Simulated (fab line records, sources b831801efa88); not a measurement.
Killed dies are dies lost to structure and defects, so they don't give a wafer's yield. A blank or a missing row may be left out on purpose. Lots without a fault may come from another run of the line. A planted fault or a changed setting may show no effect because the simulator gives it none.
Chamber matching | flow sky130 | SKY_VIA3_CMP_24 on cmp-02: 4 sister chambers
The step polishes, stops on SiO2, t overpolish 20 s, target thk 0 nm. 36 wafers are shown with their chamber, then 12 later ones without.

WAFERS WITH THEIR CHAMBER
wafer  | chamber | motor_current_A (A) | time_to_endpoint_s (s) | overpolish_run_s (s)
L075.2 | 1       | 13.8                | 95                     | 20.013
L075.3 | 3       | 10.2                | 99                     | 20.009
L075.6 | 0       | 10.6                | 93                     | 20.000
L074.1 | 2       | 11.5                | 98                     | 20.010
L074.2 | 0       | 10.7                | 96                     | 20.001
L074.5 | 0       | 10.3                | 92                     | 19.994
L077.1 | 2       | 11.6                | 102                    | 19.990
L077.2 | 3       | 9.9                 | 102                    | 20.021
L077.3 | 0       | 10.1                | 94                     | 20.013
L076.1 | 1       | 13.3                | 94                     | 20.014
L076.2 | 0       | 9.6                 | 94                     | 19.991
L076.6 | 0       | 10.5                | 93                     | 20.013
L079.2 | 2       | 11.5                | 102                    | 19.995
L079.3 | 1       | 14.4                | 96                     | 19.995
L079.5 | 2       | 11.2                | 99                     | 20.022
L081.2 | 0       | 10.2                | 98                     | 19.996
L081.4 | 3       | 10.1                | 100                    | 19.992
L081.5 | 2       | 11.5                | 102                    | 19.994
L084.1 | 2       | 11.5                | 98                     | 20.014
L084.4 | 3       | 10.4                | 102                    | 19.995
L084.6 | 0       | 9.8                 | 97                     | 19.994
L085.4 | 1       | 13.5                | 94                     | 19.995
L085.5 | 0       | 10.3                | 96                     | 20.004
L085.6 | 3       | 10.3                | 98                     | 19.999
L088.1 | 2       | 11.5                | 95                     | 20.019
L088.3 | 3       | 9.5                 | 96                     | 20.003
L088.5 | 2       | 11.4                | 93                     | 20.001
L090.3 | 0       | 10.1                | 94                     | 20.003
L090.4 | 1       | 14.2                | 95                     | 20.001
L090.5 | 3       | 9.8                 | 96                     | 20.003
L091.4 | 2       | 11.0                | 101                    | 19.997
L091.5 | 0       | 10.6                | 93                     | 19.996
L091.6 | 1       | 12.9                | 93                     | 19.996
L092.3 | 3       | 10.2                | 99                     | 20.023
L092.4 | 0       | 9.9                 | 95                     | 20.016
L092.6 | 3       | 9.7                 | 99                     | 20.006

SIGNATURES (means of the wafers above)
reading            | chamber 0 | chamber 1 | chamber 2 | chamber 3 | scatter within a chamber
motor_current_A    | 10.225    | 13.683    | 11.411    | 10.011    | 0.349
time_to_endpoint_s | 94.58     | 94.50     | 98.89     | 99.00     | 2.27
overpolish_run_s   | 20.00175  | 20.00233  | 20.00467  | 20.00567  | 0.00998
Rule: a wafer's distance from a chamber is the root of the sum, over the readings, of the square of ((its reading less the chamber's mean) divided by the reading's scatter). The wafer belongs to the nearest chamber; if the next one is less than 2 further off, it can't be placed. The scatter: the root of (the sum of the squares of (reading less its chamber's mean) over the shown wafers, divided by (wafers less chambers)).

WAFERS WITHOUT THEIR CHAMBER
wafer  | motor_current_A (A) | time_to_endpoint_s (s) | overpolish_run_s (s)
L093.1 | 12.7                | 90                     | 19.997
L093.4 | 11.6                | 94                     | 19.992
L093.5 | 10.0                | 93                     | 19.981
L095.3 | 9.7                 | 96                     | 19.993
L095.4 | 9.3                 | 95                     | 19.997
L095.5 | 9.9                 | 98                     | 19.983
L096.1 | 13.3                | 90                     | 20.004
L096.3 | 10.0                | 87                     | 19.999
L096.4 | 9.7                 | 96                     | 20.011
L097.1 | 9.7                 | 93                     | 20.010
L097.2 | 11.3                | 98                     | 20.006
L097.3 | 12.9                | 91                     | 19.988

WHICH CHAMBER EACH WENT THROUGH
wafer  | from the rows above     | in truth
L093.1 | can't be placed: 1 or 2 | 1
L093.4 | can't be placed: 2 or 0 | 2
L093.5 | can't be placed: 0 or 3 | 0
L095.3 | can't be placed: 0 or 3 | 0
L095.4 | can't be placed: 0 or 3 | 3
L095.5 | can't be placed: 3 or 0 | 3
L096.1 | 1                       | 1
L096.3 | can't be placed: 0 or 3 | 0
L096.4 | can't be placed: 3 or 0 | 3
L097.1 | can't be placed: 0 or 3 | 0
L097.2 | 2                       | 2
L097.3 | 1                       | 1
Placed correctly: 3 of 12. Can't be placed from these rows: 9 (the true chamber is among the candidates in 9). Placed wrongly: 0.
